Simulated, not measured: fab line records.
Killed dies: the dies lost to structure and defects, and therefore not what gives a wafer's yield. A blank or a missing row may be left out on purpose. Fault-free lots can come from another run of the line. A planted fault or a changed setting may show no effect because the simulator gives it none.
2 desks looking at one fault -- flow sky130 -- each desk holds nothing but its own numbers, with what lay behind them at the end

== THE METROLOGY DESK ==
Means of the sampled wafers that have a number, per lot and without regard to the tool the lot ran on: this is what the gauges read. A lot is out of limits, marked OUT, if its mean lies more than 4 standard deviations from the usual mean; the brackets give that distance.
Columns: A = VIA1_OVL at SKY_VIA1_OVL_MEAS_13, usual -2 nm; B = VIA1_W_RS at SKY_VIA1_RS_MEAS_22, usual 0.424 ohm/sq; C = VIA1_W_THK at SKY_VIA1_THK_MEAS_23, usual 277 nm
lot,first seen here,A,B,C
L666,day 34 03:20,1,0.413,285
L670,day 35 01:42,-3,0.418,279
L678,day 38 08:09,-12,0.421,279
L679,day 38 20:47,1,0.420,277
L684,day 40 10:34,1,0.414,283
L686,day 40 14:25,3,0.417,284
This desk found nothing out of limits on any of the 6 lots.

== AT THE TOOL OWNER'S DESK: pvd sputter-02 ==
The tool's own readings at SKY_METAL2_SPUTTER_00 (material Ti, target thk 15 nm, time 10 s): means of the sampled wafers that have a number, for each lot that ran on this tool. A lot is out of limits, marked OUT, if its mean lies more than 4 standard deviations from the usual mean; the brackets give that distance.
Columns: A = throttle valve pct at SKY_METAL2_SPUTTER_00, usual 30.2 %
lot,first seen here,A
L670,day 35 03:04,30.4
L678,day 38 09:30,30.0
L679,day 38 22:33,30.4
This desk found nothing out of limits on any of the 3 lots.

== ALL TOGETHER ==
From the metrology desk's view, nothing was out of limits.
The tool owner's desk saw nothing out of limits.

== WHAT WAS PUT IN BY THE SIMULATOR ==
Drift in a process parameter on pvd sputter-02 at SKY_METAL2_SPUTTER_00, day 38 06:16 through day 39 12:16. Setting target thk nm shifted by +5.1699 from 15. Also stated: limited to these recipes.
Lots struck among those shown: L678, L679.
